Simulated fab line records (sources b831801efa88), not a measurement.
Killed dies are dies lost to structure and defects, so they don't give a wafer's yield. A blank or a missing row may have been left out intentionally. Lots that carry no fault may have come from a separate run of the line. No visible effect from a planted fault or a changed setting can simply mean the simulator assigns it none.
What tool caused it? | flow gf180mcu | Sampling: 7 lots, 21 wafers, 3 of 602 route steps

## WHAT THE GAUGES READ, wafer by wafer
GF_V4_THK_MEAS_25: measures by xrf.
lot  | measured     | on            | V4_W_THK (nm)
L307 | day 24 21:24 | film-metro-01 | 345 349 347
L309 | day 26 00:59 | film-metro-04 | 356 356 346
L315 | day 27 21:52 | film-metro-04 | 363 352 362
L317 | day 28 15:29 | film-metro-01 | 346 344 344
L320 | day 29 08:36 | film-metro-01 | 345 350 341
L329 | day 32 00:38 | film-metro-01 | 348 353 353

## TOOL THAT RAN EACH LOT (tool first, then ch and the chambers of the sampled wafers, then the start)
lot  | GF_HV_LDD_EXPOSE_43                 | GF_M2_SPUTTER_00
L307 | iline-stepper-01 ch 0, day 12 08:58 | pvd-sputter-04, day 18 14:57
L309 | iline-stepper-02 ch 0, day 13 06:23 | pvd-sputter-04, day 19 18:52
L315 | iline-stepper-01 ch 0, day 15 03:30 | pvd-sputter-04, day 22 00:32
L317 | iline-stepper-01 ch 0, day 15 20:41 | pvd-sputter-01, day 22 15:58
L320 | iline-stepper-02 ch 0, day 16 18:48 | pvd-sputter-04, day 23 15:18
L324 | iline-stepper-01, day 18 06:04      | -
L329 | iline-stepper-01 ch 0, day 19 23:34 | pvd-sputter-02, day 26 19:52
- GF_HV_LDD_EXPOSE_43: exposes mask Pplus HV AREA, target cd 400 nm.
- GF_M2_SPUTTER_00: material Ti, target thk 37.5 nm, time 150 s.

## THE ANSWER, worked out from the rows above alone
Rule: usual is defined by the lots themselves. Put in order of their means at a reading, lots are off if they are a third of the lots or fewer, leave a main group of 4 or more, and stand apart from it by a gap of 3 or more times the standard deviation of the main group's means; of several such gaps the widest counts. If all means in a main group match to the digits the tables above print for the reading, that group is not used. Also off: a lot with no number at a reading for which 4 or more lots have one. Where the step has rows for the other lots, those lots are counted as sound.
Across all readings shown, no lot is off: no conclusion can be drawn from this.

## WHAT WAS PUT IN BY THE SIMULATOR
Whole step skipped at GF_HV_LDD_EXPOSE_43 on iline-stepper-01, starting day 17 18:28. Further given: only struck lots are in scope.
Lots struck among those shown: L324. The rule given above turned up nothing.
